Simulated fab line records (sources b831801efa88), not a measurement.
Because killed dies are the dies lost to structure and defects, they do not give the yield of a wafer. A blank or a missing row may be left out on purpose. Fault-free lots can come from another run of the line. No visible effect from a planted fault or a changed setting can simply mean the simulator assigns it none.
Which tool did it? / flow gf180mcu / 39 wafers from 13 lots sampled at 2 of the route's 602 steps

WHAT EACH GAUGE READ, for each wafer
GF_V3_THK_MEAS_03. Usual: V3_CVD_02_THK 849 nm, standard deviation 11.
lot=L320; measured=day 21 22:22; on=film_metro-02; V3_CVD_02_THK (nm)=852 862 862; flag=
lot=L321; measured=day 21 23:22; on=film_metro-03; V3_CVD_02_THK (nm)=843 849 853; flag=
lot=L324; measured=day 23 07:42; on=film_metro-04; V3_CVD_02_THK (nm)=847 847 849; flag=
lot=L325; measured=day 23 16:27; on=film_metro-04; V3_CVD_02_THK (nm)=833 850 853; flag=
lot=L327; measured=day 24 10:43; on=film_metro-02; V3_CVD_02_THK (nm)=818 823 845; flag=
lot=L328; measured=day 24 15:53; on=film_metro-04; V3_CVD_02_THK (nm)=857 869 869; flag=
lot=L331; measured=day 25 18:08; on=film_metro-03; V3_CVD_02_THK (nm)=835 852 851; flag=
lot=L335; measured=day 26 23:59; on=film_metro-03; V3_CVD_02_THK (nm)=831 848 844; flag=
lot=L337; measured=day 27 08:43; on=film_metro-04; V3_CVD_02_THK (nm)=836 835 854; flag=
lot=L338; measured=day 27 18:01; on=film_metro-04; V3_CVD_02_THK (nm)=848 859 850; flag=
lot=L340; measured=day 28 07:53; on=film_metro-04; V3_CVD_02_THK (nm)=831 824 837; flag=
lot=L341; measured=day 28 10:49; on=film_metro-02; V3_CVD_02_THK (nm)=855 844 857; flag=
lot=L342; measured=day 28 18:04; on=film_metro-02; V3_CVD_02_THK (nm)=858 847 864; flag=

GF_V3_OVL_MEAS_15. Usual: V3_OVL 3 nm, standard deviation 4.8.
lot=L320; measured=day 22 21:58; on=overlay-01; V3_OVL (nm)=2 4 4; flag=
lot=L321; measured=day 22 23:10; on=overlay-01; V3_OVL (nm)=-4 1 3; flag=
lot=L324; measured=day 24 06:28; on=overlay-01; V3_OVL (nm)=6 3 -1; flag=
lot=L325; measured=day 24 15:05; on=overlay-01; V3_OVL (nm)=14 16 12; flag=
lot=L327; measured=day 25 08:36; on=overlay-01; V3_OVL (nm)=-3 3 0; flag=
lot=L328; measured=day 25 14:07; on=overlay-01; V3_OVL (nm)=5 5 3; flag=
lot=L331; measured=day 26 15:23; on=overlay-01; V3_OVL (nm)=-2 0 6; flag=
lot=L335; measured=day 27 21:11; on=overlay-02; V3_OVL (nm)=3 6 5; flag=
lot=L337; measured=day 28 05:08; on=overlay-01; V3_OVL (nm)=2 2 1; flag=
lot=L338; measured=day 28 13:28; on=overlay-02; V3_OVL (nm)=-7 -6 -1; flag=
lot=L340; measured=day 29 03:37; on=overlay-01; V3_OVL (nm)=1 1 -4; flag=
lot=L341; measured=day 29 06:59; on=overlay-01; V3_OVL (nm)=-4 -2 -1; flag=
lot=L342; measured=day 29 13:15; on=overlay-02; V3_OVL (nm)=11 0 7; flag=

TOOL THAT RAN EACH LOT (tool first, then ch and the chambers of the sampled wafers, then the start)
The record holds no process step before these readings.

AS READ BY THE TOOLS THEMSELVES (means over the sampled wafers that have a number; for cases with no such wafer, the mark the record gives instead)
The record holds no such reading with a usual standard deviation.

THE ANSWER, worked out from the rows above alone
Rule: lot off if the mean of its wafers having a number is beyond 3 standard deviations from the usual mean. Also off: a lot with no number at a reading for which 4 or more lots have one. All remaining lots with rows at the step are treated as sound. The gauges are gone through in route order, then the tools' own readings, and for those a lot's mean is taken as printed above. The first step at which some lot is off is used, and at that step the reading that is off furthest; a lot without a number counts as furthest.
Across all readings shown, no lot is off: no conclusion can be drawn from this.

WHAT THE SIMULATOR HAD PUT IN
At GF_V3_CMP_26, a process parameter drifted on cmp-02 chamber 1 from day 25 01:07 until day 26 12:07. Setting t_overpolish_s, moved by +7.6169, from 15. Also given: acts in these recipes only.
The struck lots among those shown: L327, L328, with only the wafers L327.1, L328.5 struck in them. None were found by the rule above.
